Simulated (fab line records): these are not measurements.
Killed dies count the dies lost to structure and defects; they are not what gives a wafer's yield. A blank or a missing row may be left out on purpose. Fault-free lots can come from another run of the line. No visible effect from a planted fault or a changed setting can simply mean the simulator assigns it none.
Struck lot and sound lot, side by side | flow sfq_line | 26 steps out of a route of 325
Sound: wafers L894.1, L894.2, L894.3. Struck: wafer L900.2. (L900.4, L900.6 of the same lot were not struck and are left out.) The cause comes at the end.
Order at every step that has rows: each side's tool, ch and its chambers, its first start. Under that, the readings that differ: sound wafers | struck wafers | difference of the means | sigmas: that difference in standard deviations of wafers without a fault.
alike: readings with means less than 2 such deviations apart, plus words and numbers identical on both sides. not compared: withheld readings, readings lacking a value on some wafer, bounds such as >300 that could conceal the same value, and numbers that have no deviation in the record and whose values overlap.
Wherever a step has rows on one side only, a row that says differs or no value, or a row with sigmas, the two part there. Non-overlapping numbers with no deviation appear without sigmas and do not part them. Lack of a reading on every wafer of one side parts them only where that side has two or more wafers.

SFQ_L0_RS_MEAS_901: the measuring method here is four-point-probe.
  sound on film_metro-04 at day 1 12:34; struck on film_metro-02 at day 2 18:35
  reading                | sound          | struck | difference | sigmas
  L0_MONX_KI_RS (ohm/sq) | 42.9 43.0 42.7 | 43.9   | +1.0       | +3
SFQ_L0_THK_MEAS_902: measures by xrf.
  sound on film_metro-04 at day 1 12:41; struck on film_metro-02 at day 2 18:41
  reading             | sound          | struck | difference | sigmas
  L0_MONX_KI_THK (nm) | 41.1 41.0 41.1 | 39.9   | -1.2       | -3
then, 6 steps without rows for these wafers: SFQ_TRILAYER_L0_LITHO_COAT_010 (resist thk 62 nm); SFQ_TRILAYER_L0_LITHO_COAT_005 (resist thk 600 nm); SFQ_TRILAYER_L0_LITHO_SOFTBAKE_009; SFQ_TRILAYER_L0_LITHO_EXPOSE_006 (exposes mask L0, target cd 2000 nm); SFQ_TRILAYER_L0_LITHO_PEB_008 (peb time 60 s); SFQ_TRILAYER_L0_LITHO_DEVELOP_007 (time 60 s).
-- the record jumps here: 3 days lie between the struck wafers' starts before and after --
SFQ_TRILAYER_L0_BARC_OPEN_METAL_ETCH_010: etches BARC in O2, target depth 125 nm, time 41.7 s.
  sound on rie_metal-03 ch 0,1, day 4 01:46; struck on rie_metal-01 ch 0, day 5 16:10
  alike: drypump_motor_current_A, oes_product_au
  not compared: rf_hours_counter_h
SFQ_TRILAYER_L0_ETCH_METAL_ETCH_008: etches MoNx KI in SF6/O2, stops on SiO2, target depth 50 nm, time 25 s.
  sound on rie_metal-03 ch 0,1, day 4 01:50; struck on rie_metal-01 ch 0, day 5 16:14
  alike: drypump_motor_current_A, oes_product_au
  not compared: rf_hours_counter_h
then, 2 steps without rows for these wafers: SFQ_TRILAYER_L0_STRIP_STRIP_009 (strips in O2); SFQ_TRILAYER_L0_STRIP_SOLV_CLEAN_010 (cleans in NMP, time 600 s).
SFQ_TRILAYER_L0_CAP_PECVD_011: deposits SiO2 from SiH4/N2O, time 13.333 s, target thk 60 nm.
  sound on pecvd-04 ch 0,1,2, day 4 02:39; struck on pecvd-03 ch 1, day 5 17:05
  reading                                             | sound             | struck | difference | sigmas
  since_wet_clean_h (h)                               | 989 989 989       | 658    | -331       |
  model.SiO2_of_TRILAYER_L0_CAP_PECVD_011.thk_nm (nm) | 59.75 58.73 59.61 | 42.59  | -16.77     |
  alike: heater_power_outer_w, heater_power_w, throttle_valve_pct
then, 6 steps without rows for these wafers: SFQ_TRILAYER_L0_VIA_LITHO_COAT_018 (resist thk 62 nm); SFQ_TRILAYER_L0_VIA_LITHO_COAT_013 (resist thk 650 nm); SFQ_TRILAYER_L0_VIA_LITHO_SOFTBAKE_017; SFQ_TRILAYER_L0_VIA_LITHO_EXPOSE_014 (exposes mask L0V, target cd 700 nm); SFQ_TRILAYER_L0_VIA_LITHO_PEB_016 (peb time 60 s); SFQ_TRILAYER_L0_VIA_LITHO_DEVELOP_015 (time 60 s).
-- the record jumps here: 4 days lie between the struck wafers' starts before and after --
SFQ_L0V_OVL_MEAS_903:
  sound on overlay-01 at day 7 12:28; struck on overlay-02 at day 9 13:47
  alike: L0V_OVL
SFQ_TRILAYER_L0_VIA_BARC_OPEN_VIA_ETCH_021: etches BARC in O2, target depth 125 nm, time 41.7 s.
  sound on rie_diel-02 ch 1,2,3, day 7 12:31; struck on rie_diel-02 ch 0, day 9 13:49
  alike: drypump_motor_current_A, oes_product_au
  not compared: rf_hours_counter_h
SFQ_TRILAYER_L0_VIA_ETCH_VIA_ETCH_016: etches SiO2 in CHF3, stops on MoNx KI, target depth 80 nm.
  sound on rie_diel-02 ch 1,2,3, day 7 12:33; struck on rie_diel-02 ch 0, day 9 13:51
  reading                         | sound             | struck | difference | sigmas
  oes_product_au (a.u.)           | 0.839 0.833 0.840 | 0.711  | -0.126     | -14
  model.etch.depth_nm (nm)        | 59.75 58.73 59.61 | 42.59  | -16.77     |
  model.L0V.feature_depth_nm (nm) | 59.75 58.73 59.61 | 42.59  | -16.77     |
  alike: drypump_motor_current_A
SFQ_TRILAYER_L0_VIA_STRIP_STRIP_017: strips in O2.
  sound on rie_metal-04 ch 0,1, day 7 12:36; struck on rie_metal-02 ch 1, day 9 14:06
  reading                     | sound             | struck | difference | sigmas
  drypump_motor_current_A (A) | 5.4 5.5 5.4       | 6.3    | +0.9       | +2
  oes_product_au (a.u.)       | 1.015 1.016 1.026 | 0.983  | -0.036     | -2
  not compared: rf_hours_counter_h
then, 1 step without rows for these wafers: SFQ_TRILAYER_L0_VIA_STRIP_SOLV_CLEAN_018 (cleans in NMP, time 600 s).
SFQ_TRILAYER_M0_DEP_PRE_CLEAN_020: time 15 s.
  sound on pvd_sputter-03 at day 7 13:35; struck on pvd_sputter-03 at day 9 15:16
  reading                                             | sound             | struck | difference | sigmas
  model.SiO2_of_TRILAYER_L0_CAP_PECVD_011.thk_nm (nm) | 54.75 53.73 54.61 | 37.59  | -16.77     |
SFQ_TRILAYER_M0_DEP_SPUTTER_019: material Nb, target thk 200 nm, time 133.3 s.
  sound on pvd_sputter-03 at day 7 13:36; struck on pvd_sputter-03 at day 9 15:18
  alike: throttle_valve_pct

== WHERE THEY PART ==
Earliest at SFQ_L0_RS_MEAS_901; latest, in this record, at SFQ_TRILAYER_L0_VIA_STRIP_STRIP_017. Later steps at which nothing parts them and some readings are alike: SFQ_TRILAYER_M0_DEP_SPUTTER_019.

WHY: what had been put in by the simulator
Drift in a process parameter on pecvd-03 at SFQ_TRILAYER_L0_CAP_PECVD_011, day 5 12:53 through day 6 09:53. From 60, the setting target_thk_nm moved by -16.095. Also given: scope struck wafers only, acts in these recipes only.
